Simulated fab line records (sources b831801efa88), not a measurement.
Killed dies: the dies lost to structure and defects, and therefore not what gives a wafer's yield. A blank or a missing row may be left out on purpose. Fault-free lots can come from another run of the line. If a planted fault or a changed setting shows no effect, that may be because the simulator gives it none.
Chamber matching | flow gf180mcu | cmp-02 running GF_V2_CMP_26: 4 sister chambers
The step polishes, stops on SiO2, t overpolish 15 s, target thk 0 nm. 14 wafers are shown with their chamber, then 7 later ones without.

WAFERS WITH THEIR CHAMBER
wafer  | chamber | motor-current-A (A) | time-to-endpoint-s (s) | slurry-flow-ml-min
L865.2 | 1       | 10.3                | 77                     | 150.8
L865.3 | 2       | 11.3                | 82                     | 149.3
L865.5 | 3       | 9.1                 | 78                     | 150.4
L869.2 | 2       | 11.1                | 83                     | 149.8
L869.3 | 0       | 12.4                | 80                     | 150.2
L869.6 | 0       | 13.2                | 83                     | 150.4
L873.2 | 0       | 12.5                | 84                     | 149.7
L873.4 | 2       | 10.4                | 83                     | 149.1
L873.5 | 3       | 9.0                 | 81                     | 150.6
L884.3 | 3       | 9.2                 | 79                     | 150.5
L884.4 | 2       | 10.9                | 86                     | 149.7
L884.6 | 2       | 11.3                | 85                     | 149.6
L885.1 | 0       | 12.8                | 87                     | 149.5
L885.4 | 1       | 10.8                | 77                     | 150.3

SIGNATURES, as means of the wafers listed above
reading            | chamber 0 | chamber 1 | chamber 2 | chamber 3 | scatter within a chamber
motor-current-A    | 12.725    | 10.550    | 11.000    | 9.100     | 0.331
time-to-endpoint-s | 83.50     | 77.00     | 83.80     | 79.33     | 2.01
slurry-flow-ml-min | 149.950   | 150.550   | 149.500   | 150.500   | 0.319
Rule: for a wafer and a chamber, the distance is found by dividing, reading by reading, the gap between the wafer's reading and the chamber's mean by the reading's scatter, squaring, summing and taking the root. The wafer belongs to the nearest chamber; if the next one is less than 2 further off, it can't be placed. How the scatter is found: for the shown wafers, subtract from each reading the mean of its chamber, square and add these, divide the total by (wafers less chambers), then take the root.

WAFERS MISSING THEIR CHAMBER
wafer  | motor-current-A (A) | time-to-endpoint-s (s) | slurry-flow-ml-min
L885.6 | 12.4                | 82                     | 149.8
L886.2 | 13.1                | 87                     | 150.9
L886.3 | 9.6                 | 84                     | 150.1
L886.6 | 9.7                 | 83                     | 149.4
L888.4 | 9.4                 | 86                     | 150.0
L888.5 | 9.7                 | 86                     | 149.9
L888.6 | 12.6                | 88                     | 150.0

CHAMBER TAKEN BY EACH
wafer  | from the rows above          | in truth
L885.6 | 0                            | 0
L886.2 | 0                            | 0
L886.3 | can't be placed: 3 or 2 or 1 | 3
L886.6 | can't be placed: 2 or 3 or 1 | 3
L888.4 | can't be placed: 3 or 2      | 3
L888.5 | can't be placed: 3 or 2 or 1 | 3
L888.6 | 0                            | 0
Placed correctly: 3 of 7. These rows do not allow placing 4 (true chamber among the candidates in 4). Wrongly placed: 0.
